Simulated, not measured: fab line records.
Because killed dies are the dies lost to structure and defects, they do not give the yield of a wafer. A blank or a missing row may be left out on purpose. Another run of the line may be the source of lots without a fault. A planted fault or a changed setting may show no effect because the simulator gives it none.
Which of the tools did it? / flow gf180mcu / 13 lots with 39 wafers sampled at 3 steps, on a route of 602 steps

== WHAT EACH GAUGE READ, for each wafer ==
GF_MIM_THK_MEAS_11: measures by xrf.
lot=L515; measured=day 24 10:19; on=film-metro-02; MIM_ALCU_THK (nm)=205 199 208
lot=L517; measured=day 25 10:23; on=film-metro-02; MIM_ALCU_THK (nm)=207 208 199
lot=L518; measured=day 25 13:17; on=film-metro-03; MIM_ALCU_THK (nm)=204 205 207
lot=L523; measured=day 27 04:54; on=film-metro-03; MIM_ALCU_THK (nm)=208 209 208
lot=L524; measured=day 27 16:56; on=film-metro-02; MIM_ALCU_THK (nm)=198 205 205
lot=L527; measured=day 28 17:43; on=film-metro-03; MIM_ALCU_THK (nm)=208 210 209
lot=L530; measured=day 29 08:37; on=film-metro-03; MIM_ALCU_THK (nm)=210 206 209
lot=L531; measured=day 29 17:20; on=film-metro-01; MIM_ALCU_THK (nm)=201 204 209
lot=L532; measured=day 29 19:54; on=film-metro-03; MIM_ALCU_THK (nm)=207 211 210
lot=L534; measured=day 30 09:32; on=film-metro-03; MIM_ALCU_THK (nm)=201 209 201
lot=L535; measured=day 30 20:20; on=film-metro-02; MIM_ALCU_THK (nm)=211 203 211
lot=L536; measured=day 30 22:59; on=film-metro-02; MIM_ALCU_THK (nm)=209 208 201
lot=L538; measured=day 31 11:41; on=film-metro-01; MIM_ALCU_THK (nm)=203 203 205

== WHAT TOOL EACH LOT RAN ON (gives the tool, then ch and the chambers of the sampled wafers, and finally the start) ==
lot=L515; GF_MIM_SPUTTER_00=pvd-sputter-03, day 24 09:46; GF_MIM_SPUTTER_01=pvd-sputter-03, day 24 09:52
lot=L517; GF_MIM_SPUTTER_00=pvd-sputter-03, day 25 09:51; GF_MIM_SPUTTER_01=pvd-sputter-03, day 25 09:57
lot=L518; GF_MIM_SPUTTER_00=pvd-sputter-01, day 25 12:46; GF_MIM_SPUTTER_01=pvd-sputter-01, day 25 12:52
lot=L523; GF_MIM_SPUTTER_00=pvd-sputter-03, day 27 04:22; GF_MIM_SPUTTER_01=pvd-sputter-03, day 27 04:28
lot=L524; GF_MIM_SPUTTER_00=pvd-sputter-01, day 27 16:23; GF_MIM_SPUTTER_01=pvd-sputter-01, day 27 16:29
lot=L527; GF_MIM_SPUTTER_00=pvd-sputter-01, day 28 17:11; GF_MIM_SPUTTER_01=pvd-sputter-01, day 28 17:17
lot=L530; GF_MIM_SPUTTER_00=pvd-sputter-03, day 29 08:04; GF_MIM_SPUTTER_01=pvd-sputter-03, day 29 08:10
lot=L531; GF_MIM_SPUTTER_00=pvd-sputter-01, day 29 16:49; GF_MIM_SPUTTER_01=pvd-sputter-01, day 29 16:55
lot=L532; GF_MIM_SPUTTER_00=pvd-sputter-03, day 29 19:21; GF_MIM_SPUTTER_01=pvd-sputter-03, day 29 19:27
lot=L534; GF_MIM_SPUTTER_00=pvd-sputter-02, day 30 09:00; GF_MIM_SPUTTER_01=pvd-sputter-02, day 30 09:06
lot=L535; GF_MIM_SPUTTER_00=pvd-sputter-03, day 30 19:47; GF_MIM_SPUTTER_01=pvd-sputter-03, day 30 19:53
lot=L536; GF_MIM_SPUTTER_00=pvd-sputter-03, day 30 22:26; GF_MIM_SPUTTER_01=pvd-sputter-03, day 30 22:32
lot=L538; GF_MIM_SPUTTER_00=pvd-sputter-02, day 31 11:08; GF_MIM_SPUTTER_01=pvd-sputter-02, day 31 11:14
- GF_MIM_SPUTTER_00: material Ti, target thk 37.5 nm, time 150 s.
- GF_MIM_SPUTTER_01: material TiN, target thk 30 nm, time 25 s.

== AS READ BY THE TOOLS THEMSELVES (means over the sampled wafers that have a number; for cases with no such wafer, the mark the record gives instead) ==
GF_MIM_SPUTTER_00.
lot=L515; tool=pvd-sputter-03; cathode-dc-power-W (W)=4000.4; throttle-valve-pct (%)=29.2
lot=L517; tool=pvd-sputter-03; cathode-dc-power-W (W)=4000.2; throttle-valve-pct (%)=29.2
lot=L518; tool=pvd-sputter-01; cathode-dc-power-W (W)=3999.1; throttle-valve-pct (%)=30.4
lot=L523; tool=pvd-sputter-03; cathode-dc-power-W (W)=3999.9; throttle-valve-pct (%)=29.5
lot=L524; tool=pvd-sputter-01; cathode-dc-power-W (W)=4000.2; throttle-valve-pct (%)=30.2
lot=L527; tool=pvd-sputter-01; cathode-dc-power-W (W)=4000.4; throttle-valve-pct (%)=29.9
lot=L530; tool=pvd-sputter-03; cathode-dc-power-W (W)=3999.5; throttle-valve-pct (%)=29.6
lot=L531; tool=pvd-sputter-01; cathode-dc-power-W (W)=4000.1; throttle-valve-pct (%)=30.7
lot=L532; tool=pvd-sputter-03; cathode-dc-power-W (W)=4000.4; throttle-valve-pct (%)=29.5
lot=L534; tool=pvd-sputter-02; cathode-dc-power-W (W)=4000.5; throttle-valve-pct (%)=30.5
lot=L535; tool=pvd-sputter-03; cathode-dc-power-W (W)=3999.6; throttle-valve-pct (%)=29.5
lot=L536; tool=pvd-sputter-03; cathode-dc-power-W (W)=4000.2; throttle-valve-pct (%)=29.3
lot=L538; tool=pvd-sputter-02; cathode-dc-power-W (W)=3999.1; throttle-valve-pct (%)=30.6

GF_MIM_SPUTTER_01.
lot=L515; tool=pvd-sputter-03; cathode-dc-power-W (W)=6500.5; throttle-valve-pct (%)=29.3
lot=L517; tool=pvd-sputter-03; cathode-dc-power-W (W)=6499.0; throttle-valve-pct (%)=29.3
lot=L518; tool=pvd-sputter-01; cathode-dc-power-W (W)=6501.3; throttle-valve-pct (%)=30.4
lot=L523; tool=pvd-sputter-03; cathode-dc-power-W (W)=6498.3; throttle-valve-pct (%)=29.6
lot=L524; tool=pvd-sputter-01; cathode-dc-power-W (W)=6499.0; throttle-valve-pct (%)=30.1
lot=L527; tool=pvd-sputter-01; cathode-dc-power-W (W)=6499.6; throttle-valve-pct (%)=29.7
lot=L530; tool=pvd-sputter-03; cathode-dc-power-W (W)=6499.1; throttle-valve-pct (%)=29.8
lot=L531; tool=pvd-sputter-01; cathode-dc-power-W (W)=6500.0; throttle-valve-pct (%)=30.8
lot=L532; tool=pvd-sputter-03; cathode-dc-power-W (W)=6500.0; throttle-valve-pct (%)=29.3
lot=L534; tool=pvd-sputter-02; cathode-dc-power-W (W)=6499.6; throttle-valve-pct (%)=30.7
lot=L535; tool=pvd-sputter-03; cathode-dc-power-W (W)=6499.1; throttle-valve-pct (%)=29.5
lot=L536; tool=pvd-sputter-03; cathode-dc-power-W (W)=6500.4; throttle-valve-pct (%)=29.4
lot=L538; tool=pvd-sputter-02; cathode-dc-power-W (W)=6500.3; throttle-valve-pct (%)=30.6

== THE ANSWER, worked out from the rows above alone ==
Rule: the lots themselves supply what counts as usual. The widest of any qualifying gaps counts: lots, ordered by their means at a reading, are off when they make up no more than a third of the lots, leave a main group of 4 or more, and stand apart from it by 3 or more times the standard deviation of that group's means. The tables above print the reading to a certain number of digits; a main group whose means all agree to those digits is not used. A lot without any number at a reading at which 4 lots or more have one is off too. Any other lot the step has rows for is counted as sound. Order of review: gauges by route order, followed by the tools' own readings, for which a lot's mean as printed above is used. At the first step where some lot is off, the reading lying furthest off is the one used; lots without a number count as furthest.
Across all readings shown, no lot is off: no conclusion can be drawn from this.

== WHAT THE SIMULATOR HAD INSERTED ==
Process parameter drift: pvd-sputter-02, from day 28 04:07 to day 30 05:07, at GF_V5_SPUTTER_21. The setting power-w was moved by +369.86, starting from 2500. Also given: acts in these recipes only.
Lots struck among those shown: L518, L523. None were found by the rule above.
